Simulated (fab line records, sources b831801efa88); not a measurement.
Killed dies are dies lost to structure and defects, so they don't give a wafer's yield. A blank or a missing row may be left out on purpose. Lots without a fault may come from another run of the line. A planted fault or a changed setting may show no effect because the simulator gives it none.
Which tool did it? | flow gf180mcu | 11 lots, 33 wafers sampled, at 4 steps of a route of 602

WHAT THE GAUGES READ, wafer by wafer
GF_V3_RS_MEAS_24: measures by four-point-probe.
lot  | measured     | on            | V3_W_RS (ohm/sq)
L551 | day 23 15:04 | film_metro-02 | 0.329 0.332 0.323
L554 | day 24 14:01 | film_metro-01 | 0.325 0.328 0.335
L557 | day 25 20:03 | film_metro-02 | 0.332 0.325 0.323
L558 | day 25 22:57 | film_metro-02 | 0.331 0.331 0.324
L560 | day 26 17:32 | film_metro-02 | 0.329 0.330 0.330
L562 | day 27 06:43 | film_metro-02 | 0.332 0.332 0.332
L564 | day 27 17:44 | film_metro-01 | 0.336 0.333 0.336
L565 | day 28 06:52 | film_metro-02 | 0.335 0.330 0.334
L569 | day 29 04:57 | film_metro-03 | 0.396 0.331 0.398
L570 | day 29 09:50 | film_metro-01 | 0.329 0.398 0.331
L571 | day 29 19:17 | film_metro-03 | 0.392 0.328 0.392

GF_V3_THK_MEAS_25: measures by xrf.
lot  | measured     | on            | V3_W_THK (nm)
L551 | day 23 15:11 | film_metro-02 | 350 346 357
L554 | day 24 14:07 | film_metro-01 | 346 342 337
L557 | day 25 20:10 | film_metro-02 | 345 351 352
L558 | day 25 23:02 | film_metro-02 | 349 346 351
L560 | day 26 17:40 | film_metro-02 | 351 351 351
L562 | day 27 06:49 | film_metro-02 | 346 346 346
L564 | day 27 17:50 | film_metro-01 | 335 337 334
L565 | day 28 06:59 | film_metro-02 | 341 347 341
L569 | day 29 05:04 | film_metro-03 | 288 342 286
L570 | day 29 09:55 | film_metro-01 | 345 286 340
L571 | day 29 19:24 | film_metro-03 | 290 345 291

WHICH TOOL RAN EACH LOT (tool, then ch and the chambers of the sampled wafers, then the start)
lot  | GF_V3_ETCH_17                                 | GF_V3_CVD_23
L551 | rie_diel-04 ch 2,3, day 23 14:56 or earlier   | cvd_w-02 ch 0,1, day 23 14:56
L554 | rie_diel-02 ch 1,2,3, day 24 13:53 or earlier | cvd_w-02 ch 0,1, day 24 13:53
L557 | rie_diel-04 ch 0,1, day 25 19:56 or earlier   | cvd_w-01 ch 0,1, day 25 19:56
L558 | rie_diel-04 ch 0,1,3, day 25 22:49 or earlier | cvd_w-01 ch 0,1, day 25 22:49
L560 | rie_diel-04 ch 0,1,3, day 26 17:26 or earlier | cvd_w-02 ch 0,1, day 26 17:26
L562 | rie_diel-04 ch 0,1,3, day 27 06:35 or earlier | cvd_w-01 ch 0, day 27 06:35
L564 | rie_diel-03 ch 0,3, day 27 17:37 or earlier   | cvd_w-01 ch 0,1, day 27 17:37
L565 | rie_diel-04 ch 0,2, day 28 06:38 or earlier   | cvd_w-01 ch 0, day 28 06:38
L569 | rie_diel-03 ch 0,1,3, day 29 04:50 or earlier | cvd_w-01 ch 0,1, day 29 04:50
L570 | rie_diel-02 ch 0,1,2, day 29 09:41 or earlier | cvd_w-01 ch 0,1, day 29 09:41
L571 | rie_diel-03 ch 1,3, day 29 19:10 or earlier   | cvd_w-01 ch 0,1, day 29 19:10
- GF_V3_ETCH_17: etches SiO2 in C4F8/O2/Ar, stops on TiN, target depth 635 nm.
- GF_V3_CVD_23: deposits W, target thk 350 nm, time 104.9 s.

WHAT THE TOOLS THEMSELVES READ (means of the sampled wafers that have a number; where no wafer has one, the mark that the record gives instead)
GF_V3_ETCH_17.
lot  | tool        | oes_product_au (a.u.)
L551 | rie_diel-04 | 0.859
L554 | rie_diel-02 | 0.860
L557 | rie_diel-04 | 0.857
L558 | rie_diel-04 | 0.858
L560 | rie_diel-04 | 0.856
L562 | rie_diel-04 | 0.855
L564 | rie_diel-03 | 0.855
L565 | rie_diel-04 | 0.857
L569 | rie_diel-03 | 0.852
L570 | rie_diel-02 | 0.858
L571 | rie_diel-03 | 0.859

GF_V3_CVD_23.
lot  | tool     | heater_power_w (W)
L551 | cvd_w-02 | 957
L554 | cvd_w-02 | 935
L557 | cvd_w-01 | 874
L558 | cvd_w-01 | 924
L560 | cvd_w-02 | 965
L562 | cvd_w-01 | 969
L564 | cvd_w-01 | 902
L565 | cvd_w-01 | 951
L569 | cvd_w-01 | 915
L570 | cvd_w-01 | 866
L571 | cvd_w-01 | 918

THE ANSWER, worked out from the rows above alone
Rule: what is usual is taken from the lots themselves. Put in order of their means at a reading, lots are off if they are a third of the lots or fewer, leave a main group of 4 or more, and stand apart from it by a gap of 3 or more times the standard deviation of the main group's means; of several such gaps the widest counts. A main group whose means are all the same, to the digits that the tables above print for the reading, isn't used. A lot without any number at a reading at which 4 lots or more have one is off too. The other lots that the step has rows for count as sound. The gauges are gone through in route order, then the tools' own readings, and for those a lot's mean is taken as printed above. The first step at which some lot is off is used, and at that step the reading that is off furthest; a lot without a number counts as furthest.
Off: L569, L570, L571, at GF_V3_RS_MEAS_24 (V3_W_RS). The main group: mean 0.330 ohm/sq, standard deviation 0.0026.
A tool fits if, at a process step before that reading, it ran every lot that is off, and no sound lot after the first of them. The gauges at GF_V3_RS_MEAS_24 are tried like those tools. GF_V3_ETCH_17 gives no start for some lots, so the hours and the order of its lots are those of GF_V3_CVD_23. One fits: cvd_w-01 at GF_V3_CVD_23. Its last sound lot is L565 (day 28 06:38), its first lot that is off L569 (day 29 04:50): a fault that began between those two fits.

WHAT THE SIMULATOR HAD PUT IN
Process parameter drift: cvd_w-01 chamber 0, from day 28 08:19 on, at GF_V3_CVD_23. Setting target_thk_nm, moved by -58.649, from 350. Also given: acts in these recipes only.
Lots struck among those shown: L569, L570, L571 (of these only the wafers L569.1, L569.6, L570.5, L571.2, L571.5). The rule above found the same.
